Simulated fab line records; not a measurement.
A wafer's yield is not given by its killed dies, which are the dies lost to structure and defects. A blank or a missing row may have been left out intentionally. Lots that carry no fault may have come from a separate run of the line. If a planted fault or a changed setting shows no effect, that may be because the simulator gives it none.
Which tool did it? | flow gf180mcu | Sampling: 13 lots, 39 wafers, 6 of 602 route steps

## WHAT THE GAUGES SHOWED, per wafer
GF_HV_LDD_CD_MEAS_31: the cd target is 400 nm. Usual: cd-nm reads 400.8 nm (standard deviation 2.6).
lot  | measured     | on        | cd-nm (nm)        | flag
L103 | day 11 23:38 | cd-sem-01 | 401.1 404.0 401.4 |
L104 | day 12 08:48 | cd-sem-02 | 402.4 401.6 401.2 |
L105 | day 12 13:44 | cd-sem-02 | 396.2 401.3 398.6 |
L107 | day 13 02:45 | cd-sem-02 | 400.5 403.2 400.8 |
L108 | day 13 10:44 | cd-sem-01 | 401.9 405.0 402.1 |
L109 | day 13 15:53 | cd-sem-02 | 400.0 396.9 400.8 |
L114 | day 15 16:43 | cd-sem-02 | 403.4 405.7 401.8 |
L117 | day 16 11:11 | cd-sem-02 | 403.3 400.2 400.7 |
L118 | day 16 17:16 | cd-sem-01 | 399.9 399.1 403.4 |
L121 | day 17 20:34 | cd-sem-01 | 398.1 399.2 398.0 |
L122 | day 18 02:26 | cd-sem-01 | 403.7 401.9 405.0 |
L123 | day 18 14:38 | cd-sem-02 | 395.0 397.9 395.6 |
L124 | day 18 16:12 | cd-sem-02 | 402.0 401.3 399.3 |

GF_NSD_OVL_MEAS_08. Usual: for NSD_OVL the level is -0.5 nm and the standard deviation is 1.3.
lot  | measured     | on         | NSD_OVL (nm)   | flag
L103 | day 13 19:10 | overlay-01 | 1.1 0.3 0.4    |
L104 | day 14 04:55 | overlay-02 | -0.8 0.2 0.5   |
L105 | day 14 09:47 | overlay-01 | -1.7 -0.7 -1.5 |
L107 | day 15 00:12 | overlay-02 | -0.5 -1.9 0.1  |
L108 | day 15 08:31 | overlay-02 | 0.2 -0.3 1.2   |
L109 | day 15 13:34 | overlay-02 | -1.6 -0.8 -1.4 |
L114 | day 17 16:46 | overlay-02 | -0.5 -1.4 -0.4 |
L117 | day 18 12:49 | overlay-01 | -0.7 -0.5 -0.3 |
L118 | day 18 19:48 | overlay-01 | -0.8 -1.8 0.0  |
L121 | day 20 00:53 | overlay-02 | -1.4 -0.7 -1.5 |
L122 | day 20 07:38 | overlay-01 | -1.9 -3.0 -0.9 |
L123 | day 20 18:26 | overlay-01 | -0.6 -0.2 0.0  |
L124 | day 20 19:52 | overlay-01 | -0.3 0.3 -0.8  |

GF_PSD_CD_MEAS_07: the cd target is 400 nm. Usual: cd-nm reads 400.1 nm (standard deviation 2.4).
lot  | measured     | on        | cd-nm (nm)        | flag
L103 | day 14 16:53 | cd-sem-02 | 400.1 398.3 398.6 |
L104 | day 15 01:41 | cd-sem-02 | 400.9 401.4 401.6 |
L105 | day 15 06:53 | cd-sem-01 | 400.0 399.9 399.0 |
L107 | day 15 21:50 | cd-sem-01 | 402.2 401.3 402.3 |
L108 | day 16 06:44 | cd-sem-01 | 404.7 404.0 404.3 |
L109 | day 16 11:47 | cd-sem-01 | 401.3 401.9 402.6 |
L114 | day 18 15:55 | cd-sem-01 | 398.1 398.7 399.2 |
L117 | day 19 13:11 | cd-sem-01 | 402.0 401.0 400.9 |
L118 | day 19 20:31 | cd-sem-01 | 399.0 397.0 400.2 |
L121 | day 21 01:14 | cd-sem-01 | 400.3 402.4 402.3 |
L122 | day 21 08:43 | cd-sem-02 | 400.1 401.4 401.8 |
L123 | day 21 18:14 | cd-sem-02 | 404.1 405.8 406.4 |
L124 | day 21 20:22 | cd-sem-01 | 399.8 398.5 399.8 |

GF_PSD_RS_MEAS_14: the measuring method here is four-point-probe. Usual: for NSD_RS the level is 45.90 ohm/sq and the standard deviation is 0.095.
lot  | measured     | on            | NSD_RS (ohm/sq)   | flag
L103 | day 14 17:29 | film-metro-03 | 45.88 45.92 45.84 |
L104 | day 15 02:17 | film-metro-03 | 45.82 45.88 45.78 |
L105 | day 15 07:29 | film-metro-03 | 45.81 45.81 45.82 |
L107 | day 15 22:26 | film-metro-03 | 45.79 45.78 45.82 |
L108 | day 16 07:20 | film-metro-02 | 45.91 45.92 45.93 |
L109 | day 16 12:23 | film-metro-01 | 45.81 45.93 45.91 |
L114 | day 18 16:31 | film-metro-03 | 46.03 45.96 45.90 |
L117 | day 19 13:47 | film-metro-03 | 42.58 42.47 42.58 | OFF
L118 | day 19 21:10 | film-metro-01 | 42.68 42.68 42.69 | OFF
L121 | day 21 01:50 | film-metro-02 | 45.89 45.97 45.96 |
L122 | day 21 09:19 | film-metro-01 | 45.86 45.87 46.00 |
L123 | day 21 18:50 | film-metro-01 | 45.92 45.99 46.00 |
L124 | day 21 20:58 | film-metro-02 | 45.93 46.02 45.96 |

GF_PSD_RS_MEAS_15: the measuring method here is four-point-probe. Usual: for PSD_RS the level is 108.63 ohm/sq and the standard deviation is 0.29.
lot  | measured     | on            | PSD_RS (ohm/sq)      | flag
L103 | day 14 17:36 | film-metro-03 | 108.42 108.60 109.09 |
L104 | day 15 02:25 | film-metro-03 | 108.47 108.39 108.28 |
L105 | day 15 07:37 | film-metro-03 | 108.51 108.66 108.64 |
L107 | day 15 22:33 | film-metro-03 | 108.33 108.43 108.72 |
L108 | day 16 07:28 | film-metro-02 | 108.72 108.62 108.81 |
L109 | day 16 12:30 | film-metro-01 | 108.44 108.65 108.63 |
L114 | day 18 16:38 | film-metro-03 | 108.73 108.58 108.87 |
L117 | day 19 13:55 | film-metro-03 | 98.99 99.24 99.15    | OFF
L118 | day 19 21:17 | film-metro-01 | 99.70 99.58 99.21    | OFF
L121 | day 21 01:57 | film-metro-02 | 108.71 108.58 108.53 |
L122 | day 21 09:26 | film-metro-01 | 108.63 108.83 108.67 |
L123 | day 21 18:57 | film-metro-01 | 108.53 108.84 108.39 |
L124 | day 21 21:05 | film-metro-02 | 108.46 108.37 108.39 |

## WHAT TOOL EACH LOT RAN ON (gives the tool, then ch and the chambers of the sampled wafers, and finally the start)
lot  | GF_PSD_RTA_13
L103 | rtp-anneal-01 ch 0, day 14 17:23
L104 | rtp-anneal-01 ch 0, day 15 02:13
L105 | rtp-anneal-02 ch 0, day 15 07:25
L107 | rtp-anneal-01 ch 0, day 15 22:20
L108 | rtp-anneal-02 ch 0, day 16 07:16
L109 | rtp-anneal-02 ch 0, day 16 12:18
L114 | rtp-anneal-01 ch 0, day 18 16:25
L117 | rtp-anneal-02 ch 0, day 19 13:43
L118 | rtp-anneal-02 ch 0, day 19 21:04
L121 | rtp-anneal-01 ch 0, day 21 01:44
L122 | rtp-anneal-01 ch 0, day 21 09:13
L123 | rtp-anneal-01 ch 0, day 21 18:44
L124 | rtp-anneal-01 ch 0, day 21 20:52
- GF_PSD_RTA_13: time 20 s.

## WHAT THE TOOLS THEMSELVES READ (means of the sampled wafers that have a number; where no wafer has one, the mark that the record gives instead)
GF_PSD_RTA_13. Usual: lamp-power-pct 34.49 %, standard deviation 0.2; wafer_temp_C_max 1028.3, standard deviation 0.83.
lot  | tool          | lamp-power-pct (%) | wafer_temp_C_max | flag
L103 | rtp-anneal-01 | 34.64              | 1028.1           |
L104 | rtp-anneal-01 | 34.60              | 1027.7           |
L105 | rtp-anneal-02 | 34.22              | 1028.4           |
L107 | rtp-anneal-01 | 34.61              | 1027.5           |
L108 | rtp-anneal-02 | 34.20              | 1029.2           |
L109 | rtp-anneal-02 | 34.22              | 1029.4           |
L114 | rtp-anneal-01 | 34.58              | 1028.5           |
L117 | rtp-anneal-02 | 36.23              | 1050.8           | OFF
L118 | rtp-anneal-02 | 36.24              | 1050.4           | OFF
L121 | rtp-anneal-01 | 34.65              | 1028.6           |
L122 | rtp-anneal-01 | 34.63              | 1027.9           |
L123 | rtp-anneal-01 | 34.66              | 1027.6           |
L124 | rtp-anneal-01 | 34.66              | 1027.8           |

## THE ANSWER, worked out from the rows above alone
Rule: a lot is off if the mean of its wafers that have a number lies more than 3 standard deviations from the usual mean. A lot without any number at a reading at which 4 lots or more have one is off too. All remaining lots with rows at the step are treated as sound. After the gauges, taken in route order, come the tools' own readings; for these a lot's mean is taken, as printed above. The first step at which some lot is off is used, and at that step the reading that is off furthest; a lot without a number counts as furthest.
Off: at GF_PSD_RS_MEAS_14 (NSD_RS), L117, L118.
A tool fits if, at a process step before that reading, it ran every lot that is off, and no sound lot after the first of them. Not tried: the gauges at GF_PSD_RS_MEAS_14; whatever is off there is also off at GF_PSD_RTA_13, on other tools, and gauge error can't account for it. One fits: GF_PSD_RTA_13 on rtp-anneal-02. A fault onset in the window from L109 (day 16 12:18, its last sound lot) to L117 (day 19 13:43, its first lot off) fits.
The tool's own readings at GF_PSD_RTA_13 bear it out: on the lots that are off they differ by more than 5 times the standard deviation of the sound lots' means. lamp-power-pct reads 36.23 % there against 34.52 % on the sound lots; wafer_temp_C_max reads 1050.6 there against 1028.2 on the sound lots.

## WHAT THE SIMULATOR HAD PUT IN
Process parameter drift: rtp-anneal-02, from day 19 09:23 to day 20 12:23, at GF_PSD_RTA_13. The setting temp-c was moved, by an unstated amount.
Shown lots that were struck: L117, L118. The rule given above showed the same thing.
